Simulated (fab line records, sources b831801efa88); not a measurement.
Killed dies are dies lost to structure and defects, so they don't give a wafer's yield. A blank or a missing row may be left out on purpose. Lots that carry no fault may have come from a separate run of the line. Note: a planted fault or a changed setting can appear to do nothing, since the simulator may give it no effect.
Chamber matching    flow gf180mcu    GF_CONTACT_CVD_00 on hdpcvd-02 has 3 sister chambers
The step deposits SiO2, target thk 300 nm, time 50 s. 3 wafers are shown with their chamber, then 7 later ones without.

## WAFERS PAIRED WITH THEIR CHAMBERS
wafer   chamber  sih4-flow-sccm (sccm)
L451.2  1        59.96
L458.1  2        59.79
L458.3  0        60.24

## WAFERS WITH NO CHAMBER GIVEN
wafer   sih4-flow-sccm (sccm)
L458.4  60.09
L467.1  60.12
L467.3  60.06
L467.6  59.89
L468.1  60.52
L468.2  60.14
L468.3  59.69

## CHAMBER TAKEN BY EACH
wafer   from the rows above           in truth
L458.4  can't be placed: 1 or 0 or 2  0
L467.1  can't be placed: 0 or 1 or 2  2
L467.3  can't be placed: 1 or 0 or 2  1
L467.6  can't be placed: 1 or 2 or 0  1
L468.1  can't be placed: 0 or 1       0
L468.2  can't be placed: 0 or 1 or 2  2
L468.3  can't be placed: 2 or 1       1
Correct placement for 0 of the 7. Unplaceable from these rows: 7, with the true chamber sitting among the candidates in 7. Number placed wrongly: 0.
How it was worked out, from the rows above alone: a wafer's distance from a chamber is the root of the sum, over the readings, of the square of ((its reading less the chamber's mean) divided by the reading's scatter). The wafer belongs to the nearest chamber; if the next one is less than 2 further off, it can't be placed. The mean given for a chamber averages the wafers shown for that chamber. The scatter: with one shown wafer a chamber, the root of the mean of the squares of how far each hidden wafer lies from its nearest shown one.
